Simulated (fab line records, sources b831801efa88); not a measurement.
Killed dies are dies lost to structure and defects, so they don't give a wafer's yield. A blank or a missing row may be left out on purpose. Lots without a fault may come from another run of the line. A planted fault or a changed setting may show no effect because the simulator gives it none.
Which tool did it? | flow sky130 | 11 lots, 33 wafers sampled, at 6 steps of a route of 708

WHAT THE GAUGES READ, wafer by wafer
SKY_LDD_N_OVL_MEAS_07. Usual: LDD_N_OVL -0.5 nm, standard deviation 1.5.
lot  | measured     | on         | LDD_N_OVL (nm) | flag
L398 | day 17 08:55 | overlay-01 | 0.2 -1.6 -1.6  |
L399 | day 17 23:06 | overlay-01 | -1.5 -0.6 -1.2 |
L400 | day 18 09:43 | overlay-01 | -0.6 1.2 1.4   |
L402 | day 19 05:55 | overlay-01 | -3.6 -3.5 -3.7 |
L412 | day 23 01:13 | overlay-02 | 0.1 -0.2 0.2   |
L414 | day 23 11:22 | overlay-01 | -3.2 -2.9 -2.0 |
L415 | day 24 05:25 | overlay-02 | 1.6 2.6 1.9    |
L416 | day 25 03:58 | overlay-01 | -2.1 -0.8 -1.7 |
L417 | day 25 05:19 | overlay-01 | -1.7 -2.3 -1.5 |
L419 | day 25 14:16 | overlay-02 | -2.5 -1.8 -0.9 |
L420 | day 25 20:25 | overlay-02 | 1.5 0.2 -0.9   |

SKY_LDD_HVP_OVL_MEAS_07. Usual: LDD_HVP_OVL 1.0 nm, standard deviation 1.4.
lot  | measured     | on         | LDD_HVP_OVL (nm) | flag
L398 | day 21 06:19 | overlay-02 | 0.8 1.7 0.6      |
L399 | day 21 19:09 | overlay-01 | -0.1 1.8 1.5     |
L400 | day 22 08:09 | overlay-01 | 1.4 1.6 1.3      |
L402 | day 23 03:16 | overlay-02 | 2.0 1.6 3.0      |
L412 | day 26 18:46 | overlay-02 | 0.2 2.6 0.6      |
L414 | day 27 05:34 | overlay-01 | -0.2 0.3 1.7     |
L415 | day 27 22:04 | overlay-02 | 3.0 2.7 1.9      |
L416 | day 28 19:19 | overlay-02 | 1.7 1.7 2.4      |
L417 | day 28 20:51 | overlay-02 | 2.1 4.9 4.5      |
L419 | day 29 05:46 | overlay-01 | 1.2 0.2 1.1      |
L420 | day 29 11:52 | overlay-01 | 0.9 2.1 1.1      |

SKY_SPACER_THK_MEAS_01. Usual: SPACER_CVD_00_THK 43.1 nm, standard deviation 0.42.
lot  | measured     | on            | SPACER_CVD_00_THK (nm) | flag
L398 | day 22 17:42 | film_metro-01 | 43.4 43.4 43.7         |
L399 | day 23 04:46 | film_metro-02 | 42.1 42.8 42.5         |
L400 | day 23 18:28 | film_metro-04 | 37.3 37.5 37.4         | OFF
L402 | day 24 13:04 | film_metro-04 | 38.4 38.1 38.1         | OFF
L412 | day 28 02:56 | film_metro-04 | 43.4 43.0 43.2         |
L414 | day 28 12:29 | film_metro-01 | 43.5 43.4 43.7         |
L415 | day 29 04:49 | film_metro-01 | 43.1 43.3 43.3         |
L416 | day 30 01:41 | film_metro-04 | 43.2 43.3 42.9         |
L417 | day 30 04:13 | film_metro-02 | 43.0 43.1 43.0         |
L419 | day 30 12:28 | film_metro-04 | 42.7 42.7 43.1         |
L420 | day 30 19:46 | film_metro-04 | 43.5 43.1 43.2         |

SKY_POLY_CUT_CD_MEAS_08: target cd 270 nm. Usual: cd_nm 270.2 nm, standard deviation 1.5.
lot  | measured     | on        | cd_nm (nm)        | flag
L398 | day 24 00:13 | cd_sem-02 | 271.2 270.5 270.3 |
L399 | day 24 10:19 | cd_sem-02 | 271.5 271.5 271.7 |
L400 | day 24 23:48 | cd_sem-02 | 270.8 270.5 271.7 |
L402 | day 25 18:56 | cd_sem-01 | 271.4 273.0 271.0 |
L412 | day 29 07:26 | cd_sem-01 | 271.2 272.2 271.3 |
L414 | day 29 17:09 | cd_sem-01 | 269.0 268.5 269.9 |
L415 | day 30 08:43 | cd_sem-02 | 271.3 271.5 271.9 |
L416 | day 31 05:44 | cd_sem-02 | 270.9 272.0 271.0 |
L417 | day 31 07:18 | cd_sem-01 | 268.1 267.6 269.3 |
L419 | day 31 16:27 | cd_sem-02 | 271.0 271.1 271.0 |
L420 | day 31 23:49 | cd_sem-02 | 267.7 266.7 266.5 |

WHICH TOOL RAN EACH LOT (tool, then ch and the chambers of the sampled wafers, then the start)
lot  | SKY_SPACER_CVD_00           | SKY_SPACER_ETCHBACK_02
L398 | lpcvd-02 ch 0, day 22 15:53 | rie_diel-02 ch 0,2, day 22 17:45
L399 | lpcvd-02 ch 1, day 23 02:57 | rie_diel-02 ch 0,1,2, day 23 04:49
L400 | lpcvd-02 ch 1, day 23 16:40 | rie_diel-02 ch 0,2,3, day 23 18:31
L402 | lpcvd-02 ch 1, day 24 11:14 | rie_diel-04 ch 0,1, day 24 13:06
L412 | lpcvd-02 ch 1, day 28 01:44 | rie_diel-02 ch 2,3, day 28 02:59
L414 | lpcvd-02 ch 0, day 28 11:16 | rie_diel-02 ch 0,2,3, day 28 12:32
L415 | lpcvd-02 ch 1, day 29 03:37 | rie_diel-01 ch 1,3, day 29 04:52
L416 | lpcvd-02 ch 1, day 30 00:27 | rie_diel-01 ch 0,2,3, day 30 01:43
L417 | lpcvd-02 ch 0, day 30 03:01 | rie_diel-01 ch 1,2, day 30 04:17
L419 | lpcvd-02 ch 1, day 30 10:39 | rie_diel-01 ch 1,2,3, day 30 12:31
L420 | lpcvd-02 ch 0, day 30 18:33 | rie_diel-02 ch 0,2,3, day 30 19:49
- SKY_SPACER_CVD_00: deposits Si3N4 from DCS/NH3, target thk 43.1 nm, time 740 s.
- SKY_SPACER_ETCHBACK_02: etches Si3N4 in CH3F/O2, stops on SiO2, time 46.7 s, target depth 45 nm.

WHAT THE TOOLS THEMSELVES READ (means of the sampled wafers that have a number; where no wafer has one, the mark that the record gives instead)
SKY_SPACER_CVD_00. Usual: spike_tc_centre_C 771.8 C, standard deviation 1.4; spike_tc_lower_C 770.3 C, standard deviation 0.9; spike_tc_top_C 784.6 C, standard deviation 1.6; spike_tc_upper_C 770.5 C, standard deviation 1.4.
lot  | tool     | spike_tc_centre_C (C) | spike_tc_lower_C (C) | spike_tc_top_C (C) | spike_tc_upper_C (C) | flag
L398 | lpcvd-02 | 770.5                 | 769.8                | 783.8              | 771.7                |
L399 | lpcvd-02 | 772.0                 | 770.9                | 784.7              | 770.6                |
L400 | lpcvd-02 | 765.0                 | 763.2                | 779.9              | 762.9                | OFF
L402 | lpcvd-02 | 765.7                 | 763.4                | 779.3              | 763.7                | OFF
L412 | lpcvd-02 | 773.6                 | 770.0                | 784.5              | 769.9                |
L414 | lpcvd-02 | 770.4                 | 769.7                | 782.7              | 772.2                |
L415 | lpcvd-02 | 772.4                 | 770.7                | 785.1              | 769.8                |
L416 | lpcvd-02 | 772.8                 | 769.4                | 786.7              | 769.8                |
L417 | lpcvd-02 | 770.7                 | 770.2                | 783.3              | 771.6                |
L419 | lpcvd-02 | 772.5                 | 770.4                | 786.8              | 769.6                |
L420 | lpcvd-02 | 770.2                 | 770.5                | 782.9              | 770.9                |

SKY_SPACER_ETCHBACK_02. Usual: drypump_motor_current_A 5.7 A, standard deviation 0.44; oes_product_au 0.855 a.u., standard deviation 0.0065; throttle_valve_pct 10.562 %, standard deviation 0.0092.
lot  | tool        | drypump_motor_current_A (A) | oes_product_au (a.u.) | throttle_valve_pct (%) | flag
L398 | rie_diel-02 | 5.4                         | 0.862                 | 10.570                 |
L399 | rie_diel-02 | 5.5                         | 0.851                 | 10.559                 |
L400 | rie_diel-02 | 5.6                         | 0.789                 | 10.550                 | OFF
L402 | rie_diel-04 | 5.9                         | 0.796                 | 10.550                 | OFF
L412 | rie_diel-02 | 5.8                         | 0.855                 | 10.562                 |
L414 | rie_diel-02 | 5.6                         | 0.858                 | 10.560                 |
L415 | rie_diel-01 | 5.7                         | 0.863                 | 10.573                 |
L416 | rie_diel-01 | 5.5                         | 0.852                 | 10.564                 |
L417 | rie_diel-01 | 6.1                         | 0.853                 | 10.562                 |
L419 | rie_diel-01 | 5.7                         | 0.850                 | 10.564                 |
L420 | rie_diel-02 | 5.6                         | 0.851                 | 10.564                 |

THE ANSWER, worked out from the rows above alone
Rule: a lot is off if the mean of its wafers that have a number lies more than 3 standard deviations from the usual mean. A lot without any number at a reading at which 4 lots or more have one is off too. The other lots that the step has rows for count as sound. The gauges are gone through in route order, then the tools' own readings, and for those a lot's mean is taken as printed above. The first step at which some lot is off is used, and at that step the reading that is off furthest; a lot without a number counts as furthest.
Off: L400, L402, at SKY_SPACER_THK_MEAS_01 (SPACER_CVD_00_THK).
A tool fits if, at a process step before that reading, it ran every lot that is off, and no sound lot after the first of them. The gauges at SKY_SPACER_THK_MEAS_01 aren't tried: what is off there is off at SKY_SPACER_CVD_00 too, on other tools, and a gauge's error can't cause that. None of those tried fits.

WHAT THE SIMULATOR HAD PUT IN
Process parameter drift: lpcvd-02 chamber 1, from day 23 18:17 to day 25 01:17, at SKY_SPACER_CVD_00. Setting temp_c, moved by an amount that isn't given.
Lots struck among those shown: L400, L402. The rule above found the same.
